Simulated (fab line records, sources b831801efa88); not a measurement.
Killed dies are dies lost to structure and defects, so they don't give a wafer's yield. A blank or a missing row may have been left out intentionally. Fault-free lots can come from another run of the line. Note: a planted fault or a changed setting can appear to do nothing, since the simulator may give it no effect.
2 desks, one fault    flow gf180mcu    each desk has only its own numbers; what lay behind them comes last

## DESK OF THE TOOL OWNER: pvdSputter-02
The tool's own readings at GF_V2_SPUTTER_21 (material Ti, target thk 15 nm, time 80.02 s): means of the sampled wafers that have a number, for each lot that ran on this tool. A lot is out of limits, marked OUT, if its mean lies more than 4 standard deviations from the usual mean; the brackets give that distance.
Columns: A = throttleValvePct at GF_V2_SPUTTER_21, usual 30.3 %
lot   first seen here  A
L476  day 21 09:03     29.7
L486  day 24 06:41     30.2
L494  day 27 08:50     30.1
This desk's finding: nothing out of limits on any of the 3 lots.

## THE METROLOGY DESK
Means of the sampled wafers that have a number, per lot and without regard to the tool the lot ran on: this is what the gauges read. A lot is out of limits, marked OUT, if its mean lies more than 4 standard deviations from the usual mean; the brackets give that distance.
Columns: A = cdNm at GF_V2_CD_MEAS_14, usual 260.3 nm; B = V2_OVL at GF_V2_OVL_MEAS_15, usual -1 nm
lot   first seen here  A      B
L474  day 21 03:11     258.0  6
L476  day 21 07:45     258.6  3
L481  day 22 20:21     260.4  -2
L486  day 24 05:50     259.3  0
L494  day 27 07:59     260.6  -2
This desk's finding: nothing out of limits on any of the 5 lots.

## ALL TOGETHER
The desk of the tool owner found nothing out of limits.
The metrology desk saw nothing out of limits.

## WHAT THE SIMULATOR HAD INSERTED
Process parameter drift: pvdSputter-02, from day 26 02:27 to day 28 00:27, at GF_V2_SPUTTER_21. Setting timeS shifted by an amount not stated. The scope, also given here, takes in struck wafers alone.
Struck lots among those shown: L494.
